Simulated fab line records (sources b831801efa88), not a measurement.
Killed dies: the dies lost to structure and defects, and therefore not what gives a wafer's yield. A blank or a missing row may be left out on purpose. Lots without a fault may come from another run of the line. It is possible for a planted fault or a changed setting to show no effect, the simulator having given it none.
Matching of chambers / flow sky130 / 4 sister chambers for SKY_VIA2_ETCH_15 on rie diel-03
The step etches SiO2 in C4F8/O2/Ar, stops on TiN, target depth 546 nm, time 84 s. 24 wafers are shown with their chamber, then 12 later ones without.

WAFERS WITH THEIR CHAMBER
wafer=L075.1; chamber=2; oes product au (a.u.)=0.944
wafer=L075.3; chamber=3; oes product au (a.u.)=0.934
wafer=L075.4; chamber=3; oes product au (a.u.)=0.942
wafer=L077.2; chamber=0; oes product au (a.u.)=0.935
wafer=L077.3; chamber=3; oes product au (a.u.)=0.935
wafer=L077.5; chamber=1; oes product au (a.u.)=0.944
wafer=L080.1; chamber=3; oes product au (a.u.)=0.937
wafer=L080.4; chamber=1; oes product au (a.u.)=0.937
wafer=L080.6; chamber=1; oes product au (a.u.)=0.941
wafer=L082.1; chamber=1; oes product au (a.u.)=0.937
wafer=L082.2; chamber=3; oes product au (a.u.)=0.936
wafer=L082.3; chamber=2; oes product au (a.u.)=0.941
wafer=L082.4; chamber=0; oes product au (a.u.)=0.946
wafer=L082.5; chamber=1; oes product au (a.u.)=0.939
wafer=L082.6; chamber=2; oes product au (a.u.)=0.945
wafer=L083.4; chamber=0; oes product au (a.u.)=0.936
wafer=L083.5; chamber=2; oes product au (a.u.)=0.948
wafer=L083.6; chamber=3; oes product au (a.u.)=0.935
wafer=L087.1; chamber=1; oes product au (a.u.)=0.936
wafer=L087.2; chamber=3; oes product au (a.u.)=0.940
wafer=L087.4; chamber=2; oes product au (a.u.)=0.944
wafer=L091.2; chamber=2; oes product au (a.u.)=0.928
wafer=L091.3; chamber=1; oes product au (a.u.)=0.936
wafer=L091.5; chamber=3; oes product au (a.u.)=0.931

SIGNATURES (means of the wafers above)
reading=oes product au; chamber 0=0.93900; chamber 1=0.93857; chamber 2=0.94167; chamber 3=0.93625; scatter within a chamber=0.0048
Rule: for a wafer and a chamber, the distance is found by dividing, reading by reading, the gap between the wafer's reading and the chamber's mean by the reading's scatter, squaring, summing and taking the root. The wafer belongs to the nearest chamber; if the next one is less than 2 further off, it can't be placed. The scatter is the square root of a quotient: the sum, over the shown wafers, of each reading's squared deviation from its chamber's mean, divided by wafers minus chambers.

WAFERS WHOSE CHAMBER IS MISSING
wafer=L092.1; oes product au (a.u.)=0.937
wafer=L092.2; oes product au (a.u.)=0.944
wafer=L092.4; oes product au (a.u.)=0.942
wafer=L094.1; oes product au (a.u.)=0.944
wafer=L094.4; oes product au (a.u.)=0.939
wafer=L094.5; oes product au (a.u.)=0.939
wafer=L096.1; oes product au (a.u.)=0.936
wafer=L096.2; oes product au (a.u.)=0.935
wafer=L096.3; oes product au (a.u.)=0.937
wafer=L096.4; oes product au (a.u.)=0.936
wafer=L096.5; oes product au (a.u.)=0.931
wafer=L096.6; oes product au (a.u.)=0.936

THE CHAMBER EACH PASSED THROUGH
wafer=L092.1; from the rows above=can't be placed: 3 or 1 or 0 or 2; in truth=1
wafer=L092.2; from the rows above=can't be placed: 2 or 0 or 1 or 3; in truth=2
wafer=L092.4; from the rows above=can't be placed: 2 or 0 or 1 or 3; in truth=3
wafer=L094.1; from the rows above=can't be placed: 2 or 0 or 1 or 3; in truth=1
wafer=L094.4; from the rows above=can't be placed: 0 or 1 or 2 or 3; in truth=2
wafer=L094.5; from the rows above=can't be placed: 0 or 1 or 2 or 3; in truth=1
wafer=L096.1; from the rows above=can't be placed: 3 or 1 or 0 or 2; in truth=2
wafer=L096.2; from the rows above=can't be placed: 3 or 1 or 0 or 2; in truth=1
wafer=L096.3; from the rows above=can't be placed: 3 or 1 or 0 or 2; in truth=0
wafer=L096.4; from the rows above=can't be placed: 3 or 1 or 0 or 2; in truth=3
wafer=L096.5; from the rows above=can't be placed: 3 or 1 or 0 or 2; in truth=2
wafer=L096.6; from the rows above=can't be placed: 3 or 1 or 0 or 2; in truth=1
Placed correctly: 0 of 12. Cannot be placed on the basis of these rows: 12; the candidates contain the true chamber in 12. Wrongly placed: 0.
